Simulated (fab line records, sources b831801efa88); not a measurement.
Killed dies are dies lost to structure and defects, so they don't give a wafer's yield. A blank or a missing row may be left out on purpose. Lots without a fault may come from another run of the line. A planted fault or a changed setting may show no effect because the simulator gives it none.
fab line records | flow sky130
record lots=13 wafers=39 last_day=50
route steps=708 shown POLY_GATE@231 LDD_N@253 LDD_P@265 LDD_HVN@276 LDD_HVP@288
lots that met no fault: from a run of the same line without faults
start_h: hours from the record's first day to the start of the lot's first wafer shown | wait_h: hours since the lot's step before | " the same as in the row above | L1.1+2: a row that stands for several wafers | - no value, or no start given | * or withheld: withheld | < > ~ a bound
route shown NAME@n: a module of which the file shows steps, and the number in the route of the first | usual: mean/standard deviation of fault-free wafers | same: alike in all rows | chamber/n: place in a boat | sites: the reading at each site | _std_site: their standard deviation | _edge_site: outer sites' mean less inner sites' | radius_mm: how far each site lies from the wafer's centre | mask NAME#n: copy n | behind: the tool/chamber that last shaped the wafer | hold: why the lot was held/for how many hours/how that ended | device: the transistor (n, p or np) that didn't switch | end of line: the same wafers' tests at the end of the route | a step without rows: its recipe alone | killed: dies lost to structure and defects at the first sort, not the wafer's yield | map: a wafer's dies, x killed, . not, _ none there
set.NAME: the setting as run; set.NAME@STEP: as run at that earlier step | model.NAME: the simulator's own value behind a step, which no gauge read
steps of the route over a sample of lots; a table a step, a row a wafer
services: from which hour (start_h, from the record's first day; less than 0 if before it) a tool's chamber was out of use, for how many hours, and why
## steps
# step SKY_POLY_GATE_ETCH_17
# recipe target_depth_nm=180 stop_on=SiO2 over_etch_frac=0.56667 chemistry=HBr/Cl2 target=poly-Si icp_w=400 bias_w=100 pressure_mtorr=10 HBr_flow_sccm=150 Cl2_flow_sccm=50 time_s=70.5
# usual drypump_motor_current_A=5.7/0.55 oes_product_au=0.984/0.0068 rf_fwd_power_W=397.0/1.6 throttle_valve_pct=33.685/0.01
# columns lot.wafer tool chamber start_h wait_h drypump_motor_current_A oes_product_au rf_fwd_power_W rf_hours_counter_h throttle_valve_pct
L272.1 rie_si-02 3 371.18 0.0 6.1 0.984 397.7 68 33.670
L272.2 " 0 " " 5.8 0.990 396.5 34 33.679
L272.5 " 3 " " 6.1 0.984 395.4 - 33.702
L274.1 rie_si-01 3 389.07 0.0 5.0 0.981 397.1 28 33.681
L274.3 " 1 " " 6.5 0.983 396.0 5 33.690
L274.4 " 2 " " 6.0 0.987 396.9 5 33.693
L278.3 rie_si-02 1 431.95 0.0 6.0 0.984 398.8 14 33.683
L278.4 " 2 " " 4.9 0.989 395.2 47 33.668
L278.6 " 1 " " 6.0 0.988 395.7 - 33.696
L279.2 rie_si-02 2 441.22 0.0 4.8 0.978 394.6 47 33.698
L279.3 " 1 " " 6.0 0.987 397.6 14 33.681
L279.5 " 0 " " 5.8 0.975 398.9 - 33.693
L280.2 rie_si-01 1 445.42 0.0 6.5 0.978 397.1 6 33.678
L280.4 " 3 " " 5.0 0.974 396.1 28 33.695
L280.6 " 1 " " 6.5 0.978 394.0 - 33.684
L281.1 rie_si-02 0 452.93 0.0 5.8 0.980 397.9 34 33.678
L281.3 " 1 " " 6.0 0.983 398.6 14 33.688
L281.4 " 1 " " 6.0 0.980 398.0 - 33.684
L282.2 rie_si-02 0 461.73 0.0 5.8 0.982 400.8 35 33.689
L282.3 " 2 " " 4.8 0.997 395.6 47 33.677
L282.6 " 2 " " 4.9 0.985 395.4 - 33.688
L283.3 rie_si-01 0 482.15 0.0 5.5 0.992 396.5 6 33.690
L283.4 " 3 " " 5.0 0.976 396.4 29 33.686
L283.6 " 0 " " 5.5 0.991 399.0 - 33.682
L285.1 rie_si-01 1 500.30 0.0 6.5 0.978 397.9 6 33.688
L285.2 " 3 " " 5.0 0.996 395.5 29 33.664
L285.4 " 2 " " 6.0 0.984 398.0 5 33.678
L287.4 rie_si-01 3 509.78 0.0 5.0 0.989 395.5 29 33.676
L287.5 " 1 " " 6.5 0.980 394.5 - 33.672
L287.6 " 2 " " 6.0 0.981 397.5 - 33.689
L293.1 rie_si-01 0 553.00 0.0 5.5 0.978 397.0 6 33.681
L293.2 " 3 " " 5.0 0.988 396.1 29 33.680
L293.5 " 2 " " 6.1 0.987 399.8 - 33.686
L294.1 rie_si-02 1 559.97 0.0 6.0 0.976 397.1 14 33.682
L294.2 " 3 " " 6.1 0.984 396.3 0 33.687
L294.4 " 0 " " 5.8 0.982 398.1 35 33.684
L295.3 rie_si-01 1 572.78 0.0 6.5 0.982 394.0 6 33.693
L295.4 " 2 " " 6.0 0.993 398.8 6 33.684
L295.5 " 3 " " 5.0 0.994 395.8 - 33.680
# step SKY_LDD_N_STRIP_16
# recipe chemistry=O2/N2 power_w=1400 pressure_mtorr=1500 platen_temp_c=withheld o2_flow_sccm=3000 n2_flow_sccm=300 overash_fraction=0.5
# usual drypump_motor_current_A=5.7/0.6 n2_flow_sccm=300.0/0.91 oes_product_au=0.406/0.0047 strip_time_to_endpoint_s=4.312/0.013
# columns lot.wafer tool chamber start_h wait_h drypump_motor_current_A n2_flow_sccm oes_product_au rf_hours_counter_h strip_time_to_endpoint_s
L272.1 plasma_asher-03 1 402.35 0.1 6.0 299.6 0.413 26 4.316
L272.2 " 0 " " 5.0 300.5 0.404 26 4.291
L272.5 " 1 " " 6.0 301.3 0.407 - 4.294
L274.1 plasma_asher-02 1 421.73 0.1 6.6 299.0 0.399 62 4.300
L274.3 " 1 " " 6.6 300.4 0.413 - 4.291
L274.4 " 0 " " 5.3 299.0 0.407 - 4.312
L278.3 plasma_asher-03 1 472.26 0.1 6.0 300.7 0.405 - 4.311
L278.4 " 0 " " 5.0 300.7 0.402 - 4.297
L278.6 " 1 " " 6.0 300.0 0.403 - 4.304
L279.2 plasma_asher-03 0 476.13 0.1 5.0 300.7 0.414 34 4.326
L279.3 " 1 " " 6.0 300.4 0.406 - 4.320
L279.5 " 1 " " 6.0 299.4 0.404 - 4.299
L280.2 plasma_asher-03 1 480.73 0.1 6.0 299.5 0.411 34 4.307
L280.4 " 1 " " 6.0 299.4 0.400 - 4.298
L280.6 " 0 " " 5.0 299.0 0.405 - 4.304
L281.1 plasma_asher-01 1 486.05 0.1 6.4 299.4 0.409 6 4.302
L281.3 " 1 " " 6.4 299.3 0.403 - 4.310
L281.4 " 0 " " 5.6 302.2 0.411 - 4.298
L282.2 plasma_asher-03 0 494.88 0.1 5.0 300.9 0.422 36 4.323
L282.3 " 0 " " 5.0 300.0 0.415 - 4.338
L282.6 " 1 " " 6.0 300.6 0.410 - 4.342
L283.3 plasma_asher-03 0 515.56 0.1 5.0 300.9 0.409 - 4.334
L283.4 " 1 " " 6.0 300.2 0.407 - 4.331
L283.6 " 1 " " 6.0 298.8 0.410 - 4.324
L285.1 plasma_asher-03 1 533.03 0.1 5.9 300.5 0.408 39 4.310
L285.2 " 0 " " 5.0 300.2 0.406 39 4.305
L285.4 " 0 " " 5.0 300.1 0.408 - 4.316
L287.4 plasma_asher-02 1 542.71 0.1 6.6 300.1 0.413 - 4.308
L287.5 " 1 " " 6.6 300.7 0.406 - 4.307
L287.6 " 0 " " 5.3 300.3 0.401 - 4.328
L293.1 plasma_asher-02 0 585.48 0.1 5.3 299.3 0.402 79 4.334
L293.2 " 1 " " 6.6 300.0 0.407 79 4.330
L293.5 " 1 " " 6.6 299.3 0.402 - 4.314
L294.1 plasma_asher-02 1 592.40 0.1 6.6 300.3 0.408 80 4.326
L294.2 " 0 " " 5.3 299.4 0.406 80 4.326
L294.4 " 1 " " 6.6 297.8 0.406 - 4.324
L295.3 plasma_asher-01 0 606.94 0.1 5.6 299.8 0.400 - 4.295
L295.4 " 1 " " 6.4 299.6 0.407 - 4.317
L295.5 " 0 " " 5.6 299.9 0.408 - 4.320
# step SKY_LDD_P_STRIP_10
# recipe chemistry=O2/N2 power_w=1400 pressure_mtorr=1500 platen_temp_c=withheld o2_flow_sccm=3000 n2_flow_sccm=300 overash_fraction=0.5
# usual drypump_motor_current_A=5.8/0.51 n2_flow_sccm=299.8/0.83 oes_product_au=0.716/0.0043 strip_time_to_endpoint_s=14.18/0.039
# columns lot.wafer tool chamber start_h wait_h drypump_motor_current_A n2_flow_sccm oes_product_au rf_hours_counter_h strip_time_to_endpoint_s
L272.1 plasma_asher-04 1 432.84 0.1 6.2 299.6 0.715 76 14.14
L272.2 " 0 " " 5.3 300.0 0.721 76 14.15
L272.5 " 0 " " 5.3 300.1 0.719 - 14.16
L274.1 plasma_asher-01 1 452.55 0.1 6.5 300.7 0.717 2 14.15
L274.3 " 0 " " 5.6 300.8 0.717 - 14.16
L274.4 " 1 " " 6.4 298.5 0.718 - 14.19
L278.3 plasma_asher-03 0 502.78 0.1 4.9 298.7 0.709 - 14.22
L278.4 " 1 " " 6.0 301.3 0.716 - 14.18
L278.6 " 0 " " 5.0 299.0 0.721 - 14.19
L279.2 plasma_asher-03 0 507.00 0.1 5.0 299.5 0.713 37 14.15
L279.3 " 0 " " 5.0 299.3 0.707 - 14.19
L279.5 " 0 " " 5.0 299.7 0.722 - 14.17
L280.2 plasma_asher-03 0 511.45 0.1 5.0 300.9 0.709 37 14.23
L280.4 " 0 " " 5.0 300.6 0.715 - 14.23
L280.6 " 0 " " 5.0 299.7 0.714 - 14.18
L281.1 plasma_asher-04 1 516.50 0.1 6.3 300.6 0.718 84 14.26
L281.3 " 0 " " 5.3 299.3 0.718 - 14.20
L281.4 " 1 " " 6.3 300.4 0.709 - 14.22
L282.2 plasma_asher-03 1 525.05 0.1 6.0 298.6 0.717 39 14.26
L282.3 " 0 " " 5.0 300.4 0.714 - 14.19
L282.6 " 0 " " 5.0 300.2 0.717 - 14.21
L283.3 plasma_asher-01 1 545.68 0.1 6.5 299.9 0.721 - 14.22
L283.4 " 0 " " 5.6 299.1 0.715 - 14.24
L283.6 " 0 " " 5.6 300.5 0.711 - 14.27
L285.1 plasma_asher-04 0 562.75 0.1 5.3 300.1 0.723 89 14.18
L285.2 " 1 " " 6.3 300.1 0.719 89 14.21
L285.4 " 1 " " 6.3 300.1 0.716 - 14.15
L287.4 plasma_asher-04 1 573.08 0.1 6.2 300.9 0.948 - -
L287.5 " 0 " " 5.3 300.2 0.953 - -
L287.6 " 1 " " 6.2 301.4 0.950 - -
L293.1 plasma_asher-01 1 614.95 0.1 6.5 299.2 0.720 19 14.19
L293.2 " 0 " " 5.6 299.6 0.704 19 14.16
L293.5 " 1 " " 6.5 299.9 0.714 - 14.16
L294.1 plasma_asher-01 1 621.60 0.1 6.4 299.9 0.714 19 14.18
L294.2 " 0 " " 5.6 299.1 0.724 19 14.22
L294.4 " 0 " " 5.6 299.7 0.706 - 14.21
L295.3 plasma_asher-03 0 636.48 0.1 5.0 298.7 0.724 - 14.26
L295.4 " 1 " " 6.0 298.2 0.714 - 14.22
L295.5 " 0 " " 5.0 298.9 0.712 - 14.23
# step SKY_LDD_HVN_STRIP_09
# recipe chemistry=O2/N2 power_w=1400 pressure_mtorr=1500 platen_temp_c=withheld o2_flow_sccm=3000 n2_flow_sccm=300 overash_fraction=0.5
# usual drypump_motor_current_A=5.9/0.51 n2_flow_sccm=300.0/0.87 oes_product_au=0.408/0.0047 strip_time_to_endpoint_s=4.132/0.014
# columns lot.wafer tool chamber start_h wait_h drypump_motor_current_A n2_flow_sccm oes_product_au rf_hours_counter_h strip_time_to_endpoint_s
L272.1 plasma_asher-02 0 463.93 0.1 5.3 299.9 0.405 67 4.131
L272.2 " 1 " " 6.6 300.6 0.410 67 4.126
L272.5 " 0 " " 5.3 300.9 0.411 - 4.122
L274.1 plasma_asher-04 1 482.83 0.1 6.2 298.7 0.405 81 4.139
L274.3 " 1 " " 6.3 299.5 0.409 - 4.130
L274.4 " 0 " " 5.3 299.4 0.408 - 4.156
L278.3 plasma_asher-04 1 533.11 0.1 6.3 301.3 0.418 - 4.117
L278.4 " 0 " " 5.4 300.7 0.406 - 4.128
L278.6 " 0 " " 5.4 299.2 0.408 - 4.118
L279.2 plasma_asher-02 0 537.33 0.1 5.3 299.2 0.412 74 4.143
L279.3 " 0 " " 5.3 300.1 0.404 - 4.140
L279.5 " 0 " " 5.3 300.9 0.410 - 4.133
L280.2 plasma_asher-04 0 542.12 0.1 5.3 301.2 0.418 86 4.124
L280.4 " 0 " " 5.3 301.7 0.405 - 4.091
L280.6 " 0 " " 5.3 301.1 0.405 - 4.118
L281.1 plasma_asher-01 0 546.62 0.1 5.6 299.3 0.409 12 4.140
L281.3 " 1 " " 6.4 300.1 0.410 - 4.137
L281.4 " 0 " " 5.6 299.3 0.409 - 4.138
L282.2 plasma_asher-04 0 554.22 0.1 5.4 300.6 0.402 88 4.118
L282.3 " 0 " " 5.4 300.3 0.408 - 4.150
L282.6 " 1 " " 6.2 299.5 0.408 - 4.134
L283.3 plasma_asher-01 1 574.89 0.1 6.4 300.2 0.410 - 4.143
L283.4 " 0 " " 5.6 301.0 0.409 - 4.112
L283.6 " 1 " " 6.5 300.6 0.405 - 4.136
L285.1 plasma_asher-04 0 592.55 0.1 5.3 300.3 0.403 91 4.112
L285.2 " 1 " " 6.3 298.8 0.408 91 4.133
L285.4 " 1 " " 6.3 298.4 0.411 - 4.144
L287.4 plasma_asher-04 0 603.09 0.1 5.3 301.2 0.512 - 6.512
L287.5 " 0 " " 5.3 300.6 0.504 - 6.509
L287.6 " 1 " " 6.2 299.4 0.505 - 6.499
L293.1 plasma_asher-01 1 644.33 0.1 6.4 300.3 0.400 21 4.130
L293.2 " 0 " " 5.6 300.9 0.403 21 4.144
L293.5 " 1 " " 6.4 299.7 0.403 - 4.139
L294.1 plasma_asher-01 0 650.58 0.1 5.6 299.5 0.415 22 4.119
L294.2 " 1 " " 6.5 300.0 0.414 22 4.134
L294.4 " 0 " " 5.6 300.2 0.400 - 4.148
L295.3 plasma_asher-04 0 664.36 0.1 5.3 298.9 0.394 - 4.143
L295.4 " 1 " " 6.3 300.0 0.408 - 4.128
L295.5 " 1 " " 6.2 300.1 0.401 - 4.153
# step SKY_LDD_HVN_TW_MEAS_10
# usual LDD_HVN_TW=1437/14
# columns lot.wafer tool chamber start_h wait_h LDD_HVN_TW
L272.1 film_metro-01 - 464.03 0.1 1434
L272.2 " - " " 1435
L272.5 " - " " 1435
L274.1 film_metro-01 - 482.93 0.1 1434
L274.3 " - " " 1446
L274.4 " - " " 1446
L278.3 film_metro-04 - 533.20 0.1 1448
L278.4 " - " " 1453
L278.6 " - " " 1451
L279.2 film_metro-04 - 537.44 0.1 1449
L279.3 " - " " 1444
L279.5 " - " " 1439
L280.2 film_metro-01 - 542.23 0.1 1442
L280.4 " - " " 1439
L280.6 " - " " 1446
L281.1 film_metro-01 - 546.72 0.1 1439
L281.3 " - " " 1443
L281.4 " - " " 1435
L282.2 film_metro-01 - 554.33 0.1 1431
L282.3 " - " " 1435
L282.6 " - " " 1437
L283.3 film_metro-04 - 574.97 0.1 1446
L283.4 " - " " 1441
L283.6 " - " " 1446
L285.1 film_metro-04 - 592.65 0.1 1454
L285.2 " - " " 1442
L285.4 " - " " 1449
L287.4 film_metro-04 - 603.18 0.1 533
L287.5 " - " " 533
L287.6 " - " " 532
L293.1 film_metro-01 - 644.43 0.1 1455
L293.2 " - " " 1445
L293.5 " - " " 1452
L294.1 film_metro-02 - 650.68 0.1 1422
L294.2 " - " " 1418
L294.4 " - " " 1426
L295.3 film_metro-01 - 664.45 0.1 1439
L295.4 " - " " 1435
L295.5 " - " " 1432
# step SKY_LDD_HVP_TW_MEAS_10
# usual LDD_HVP_TW=458.4/2.4
# columns lot.wafer tool chamber start_h wait_h LDD_HVP_TW
L272.1 film_metro-01 - 494.93 0.1 456.9
L272.2 " - " " 456.6
L272.5 " - " " 456.7
L274.1 film_metro-01 - 514.52 0.1 457.3
L274.3 " - " " 457.1
L274.4 " - " " 456.1
L278.3 film_metro-01 - 562.80 0.1 458.3
L278.4 " - " " 455.1
L278.6 " - " " 458.2
L279.2 film_metro-04 - 567.84 0.1 458.0
L279.3 " - " " 457.3
L279.5 " - " " 458.6
L280.2 film_metro-01 - 572.16 0.1 456.1
L280.4 " - " " 455.1
L280.6 " - " " 457.3
L281.1 film_metro-04 - 576.80 0.1 459.2
L281.3 " - " " 458.9
L281.4 " - " " 458.2
L282.2 film_metro-04 - 584.24 0.1 460.5
L282.3 " - " " 458.5
L282.6 " - " " 459.7
L283.3 film_metro-04 - 604.10 0.1 458.2
L283.4 " - " " 459.3
L283.6 " - " " 460.0
L285.1 film_metro-01 - 621.32 0.1 456.8
L285.2 " - " " 456.0
L285.4 " - " " 456.3
L287.4 film_metro-03 - 632.55 0.1 460.3
L287.5 " - " " 460.1
L287.6 " - " " 461.1
L293.1 film_metro-03 - 671.32 0.1 459.1
L293.2 " - " " 458.6
L293.5 " - " " 458.5
L294.1 film_metro-03 - 677.57 0.1 457.4
L294.2 " - " " 459.3
L294.4 " - " " 458.9
L295.3 film_metro-04 - 690.90 0.1 457.5
L295.4 " - " " 457.5
L295.5 " - " " 456.7
## services
# columns tool chamber start_h hours kind
plasma_asher-04 - 365.85 0.3 repair
rie_si-01 0 406.47 2.3 repair
plasma_asher-04 - 407.73 1.6 repair
plasma_asher-01 - 421.25 9.0 pm
plasma_asher-01 0 421.25 9.0 vent_cycle
plasma_asher-01 1 421.25 9.0 vent_cycle
rie_si-01 0 425.17 2.3 repair
plasma_asher-01 0 430.25 - clean
plasma_asher-01 1 430.25 - clean
rie_si-01 0 486.24 6.4 repair
plasma_asher-01 - 496.61 2.7 repair
plasma_asher-02 - 506.65 0.4 repair
plasma_asher-03 - 521.55 1.5 repair
plasma_asher-03 - 556.93 2.8 pm
rie_si-02 2 566.44 2.6 repair
plasma_asher-02 - 610.81 5.7 repair
rie_si-01 3 610.91 - clean
rie_si-01 2 616.39 9.3 repair
rie_si-02 - 616.48 0.1 repair
rie_si-02 2 625.81 17.1 repair
plasma_asher-01 - 639.51 1.0 repair
rie_si-02 1 640.22 56.0 repair
plasma_asher-04 - 646.20 2.3 repair
plasma_asher-02 - 658.28 0.7 repair
## key
first_sign step=SKY_LDD_P_STRIP_10 reading=oes_product_au direction=up sigmas=54 usual=0.716 struck=0.950
effect step=SKY_LDD_HVN_STRIP_09 reading=strip_time_to_endpoint_s direction=up sigmas=99+ usual=* struck=*
effect step=SKY_LDD_HVN_TW_MEAS_10 reading=LDD_HVN_TW direction=down sigmas=67 usual=1437 struck=533
met_at SKY_LDD_P_STRIP_10
struck_lots L287
sort_left_out L287.4,L287.5,L287.6
tester_left_out L287
not_acting_at SKY_POLY_GATE_ETCH_17,SKY_LDD_N_STRIP_16,SKY_LDD_HVP_TW_MEAS_10
onset_between 562.75 573.08
fault kind=strip_aborted tool=plasma_asher-04 chamber=- onset_h=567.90 steps=SKY_LDD_P_STRIP_10 offset=0.43622 end_h=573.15
# tester_left_out: of these lots the tester's yield and bins aren't shown, on N5 and GAA mostly nor the transistor test; their killed dies are dies lost to structure and defects alone, not to doping, threshold or leakage, so they don't give the yield
# sort_left_out: the simulated sort isn't trusted on such a fault, so these wafers' sort isn't shown, and their yield isn't known
